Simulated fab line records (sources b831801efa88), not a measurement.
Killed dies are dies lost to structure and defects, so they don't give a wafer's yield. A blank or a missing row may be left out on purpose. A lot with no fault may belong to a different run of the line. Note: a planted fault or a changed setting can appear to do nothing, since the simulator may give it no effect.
Split-lot trial + flow sky130 + on a route of 708 steps: 5 lots, 23 wafers read

== ON THE SPLIT ==
At SKY_LDD_P_COAT_02 (resist thk 1140 nm), the setting resist_thk_nm was moved away from the recipe's 1140 nm on 7 of the 23 wafers read, by +2.1% to +4.9%. For the rest of the wafers, this setting stayed at what the recipe calls for.

The split's own step is where the reading is taken.

== THE READING ==
NOVOLAK_of_LDD_P_COAT_02.thk_nm (the simulator's own value, which no gauge read), in nm, at SKY_LDD_P_COAT_02 (resist thk 1140 nm). The file does not state a usual value for it. Here, 16 wafers ran the recipe; their average is 1140 nm with a standard deviation of 2.4 nm.

| wafer  | tool, chamber at the split | resist_thk_nm as run, nm | against the recipe | NOVOLAK_of_LDD_P_COAT_02.thk_nm, nm | against lot-mates on the recipe |
|--------|----------------------------|--------------------------|--------------------|-------------------------------------|---------------------------------|
| L077.1 | litho_track-04, 0          | 1140                     | recipe             | 1142                                | -                               |
| L077.3 | litho_track-04, 0          | 1140                     | recipe             | 1142                                | -                               |
| L077.2 | litho_track-04, 0          | 1140                     | recipe             | 1136                                | -                               |
| L077.4 | litho_track-04, 0          | 1140                     | recipe             | 1140                                | -                               |
| L077.5 | litho_track-04, 0          | 1140                     | recipe             | 1140                                | -                               |
| L074.1 | litho_track-01, 0          | 1164                     | +2.1%              | 1168                                | +26                             |
| L074.2 | litho_track-01, 0          | 1164                     | +2.1%              | 1167                                | +25                             |
| L074.3 | litho_track-01, 0          | 1140                     | recipe             | 1141                                | -                               |
| L074.5 | litho_track-01, 0          | 1140                     | recipe             | 1142                                | -                               |
| L074.6 | litho_track-01, 0          | 1140                     | recipe             | 1143                                | -                               |
| L079.2 | litho_track-01, 0          | 1196                     | +4.9%              | 1200                                | +58                             |
| L079.3 | litho_track-01, 0          | 1140                     | recipe             | 1141                                | -                               |
| L079.4 | litho_track-01, 0          | 1196                     | +4.9%              | 1199                                | +56                             |
| L079.5 | litho_track-01, 0          | 1196                     | +4.9%              | 1201                                | +58                             |
| L079.6 | litho_track-01, 0          | 1140                     | recipe             | 1144                                | -                               |
| L080.1 | litho_track-01, 0          | 1140                     | recipe             | 1142                                | -                               |
| L080.4 | litho_track-01, 0          | 1140                     | recipe             | 1142                                | -                               |
| L080.2 | litho_track-01, 0          | 1194                     | +4.7%              | 1198                                | +57                             |
| L080.3 | litho_track-01, 0          | 1194                     | +4.7%              | 1195                                | +54                             |
| L080.5 | litho_track-01, 0          | 1140                     | recipe             | 1140                                | -                               |
| L082.4 | litho_track-01, 0          | 1140                     | recipe             | 1138                                | -                               |
| L082.5 | litho_track-01, 0          | 1140                     | recipe             | 1137                                | -                               |
| L082.6 | litho_track-01, 0          | 1140                     | recipe             | 1136                                | -                               |

THE FIT
A straight line over all 23 wafers: NOVOLAK_of_LDD_P_COAT_02.thk_nm changes by +12.1 nm for each +1% of resist_thk_nm; r = +1.00; the points scatter about the line by 2.2 nm.
The same after taking each lot's own level away (the mean of its wafers on the recipe; 23 wafers): +11.7 nm for each +1%; r = +1.00; scatter 1.4 nm.
On that fit, the largest move of resist_thk_nm shifts the reading by 57 nm.
Measured against the standard deviation above, the lots' own levels, which go from 1137.0 to 1142.5 nm, span 2.3 times it.
The two slopes agree, so the slope changes little with the lot-to-lot level.
Check: for one of the wafers moved furthest among these (+4.9%), held out of the fit, the line's prediction against its lot-mates is +57.5 nm. It came out at +57.5 nm against them.

== THESE WAFERS: OTHER SPLITS ==
Before the reading, these wafers also passed through other splits. Each is held against what the fit with the lots' levels taken away leaves over:
| other split on the same wafers  | wafers away from the commonest value | r with NOVOLAK_of_LDD_P_COAT_02.thk_nm (lot level and that fit taken away) |
|---------------------------------|--------------------------------------|----------------------------------------------------------------------------|
| SKY_LDD_N_IMPLANT_10 energy_kev | 11                                   | +0.26                                                                      |

== THE WHOLE CHAIN: every reading that the file lists as answering this split, in the file's order ==
| step               | what it does       | reading                                                                          | change (the file's fit)              | r (the file's) |
|--------------------|--------------------|----------------------------------------------------------------------------------|--------------------------------------|----------------|
| SKY_LDD_P_COAT_02  | resist thk 1140 nm | NOVOLAK_of_LDD_P_COAT_02.thk_nm (the simulator's own value, which no gauge read) | +11.7 nm for each +1% of the setting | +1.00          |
| SKY_LDD_P_STRIP_10 | strips in O2/N2    | strip_time_to_endpoint_s                                                         | withheld for each +1% of the setting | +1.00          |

== THE FILE'S OWN FIT ==
NOVOLAK_of_LDD_P_COAT_02.thk_nm changes by +11.7 nm for each +1% of resist_thk_nm, r = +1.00.
